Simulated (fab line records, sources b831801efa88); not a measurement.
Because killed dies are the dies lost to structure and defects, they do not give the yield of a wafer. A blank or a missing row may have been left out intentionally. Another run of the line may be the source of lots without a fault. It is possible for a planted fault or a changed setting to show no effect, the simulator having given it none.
Problem report in the 8D (eight disciplines) form, filled by code :: flow gf180mcu :: the parts of the form that need people (team, actions taken, sign-off) are left out

1. WHAT WENT WRONG
Mean of chamber-o2-ppm at GF_SALICIDE_RTA_08: 1502.000 across 6 wafers in 2 lots; on wafers with no fault it is 2.002 (standard deviation 0.023). That is +99 or more standard deviations from the usual mean.
The step: time 30 s.
Earliest sighting: wafer L483.4 on rtp-anneal-01 at day 21 14:29. Wafers with a number at this step in the record: 18, from 6 lots. The rule behind "out" and "out of limits": a value lying over 4 standard deviations away from the usual mean. The rest of the wafers with a number are treated as sound.

2. WHAT IT IS, AND WHAT IT ISN'T
question: which readings at this step
is: chamber-o2-ppm
is not: anneal-temp-c-max, lamp-power-pct, wafer_temp_C_max

question: which lots
is: L483, L484
is not: L469, L470, L487, L488

question: which wafers of those lots
is: all that have a number
is not: -

question: read on which tools
is: rtp-anneal-01
is not: rtp-anneal-02

question: when
is: from day 21 14:29
is not: up to then (6 sound wafers); but 6 sound wafers of L487, L488 came after

3. WHAT RULES OUT EACH SUSPECT
Counting: a tool at any process step up to the reading remains a suspect when it ran all the lots that are out and ran no sound lot after the first of those.
- rie-diel-01 at GF_SAB_ETCH_11 (etches SiO2 in C4F8/O2/Ar, target depth 55 nm, time 8.5 s): kept. Every lot that is out went through it, starting with L483 (day 21 13:40), and after that it ran no sound lot; the last sound lot it ran before then is L470 (day 16 22:11).
- rtp-anneal-02 at GF_SALICIDE_RTA_06 (time 30 s): kept. Every lot that is out went through it, starting with L483 (day 21 14:18), and after that it ran no sound lot; the last sound lot it ran before then is L470 (day 16 22:47).
- rtp-anneal-01 at GF_SALICIDE_RTA_08 (time 30 s): kept. Every lot that is out went through it, starting with L483 (day 21 14:29), and after that it ran no sound lot; the last sound lot it ran before then is L470 (day 16 22:59). On those wafers its own readings are out: chamber-o2-ppm.
Left after counting: rie-diel-01 at GF_SAB_ETCH_11, rtp-anneal-02 at GF_SALICIDE_RTA_06, rtp-anneal-01 at GF_SALICIDE_RTA_08.

4. THE CAUSE (what the simulator had put in)
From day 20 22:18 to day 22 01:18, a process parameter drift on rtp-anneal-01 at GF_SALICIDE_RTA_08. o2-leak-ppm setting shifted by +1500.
Counting leaves 3 suspects; this tool is one of them.

5. SEQUENCE OF EFFECTS, ordered by route
Each row: a reading whose mean over the struck wafers that have a number lies more than 3 standard deviations from the usual. Scope: only readings with a usual standard deviation given in the record; hours: median across lots of the time from each lot's start at the first step in this table that gives one to its start at this step; sigmas: change in usual standard deviations.
hours: 0
step: GF_SALICIDE_RTA_08
reading: chamber-o2-ppm
usual: 2.002
on struck wafers: 1502.000
change: +1499.998
sigmas: +99 or more
The process steps in it:
- GF_SALICIDE_RTA_08: time 30 s.

6. HOW IT WOULD HAVE BEEN CAUGHT EARLIER
The fault began at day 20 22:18; the first out-of-limits reading in this record came at day 21 14:29, 16 hours later.
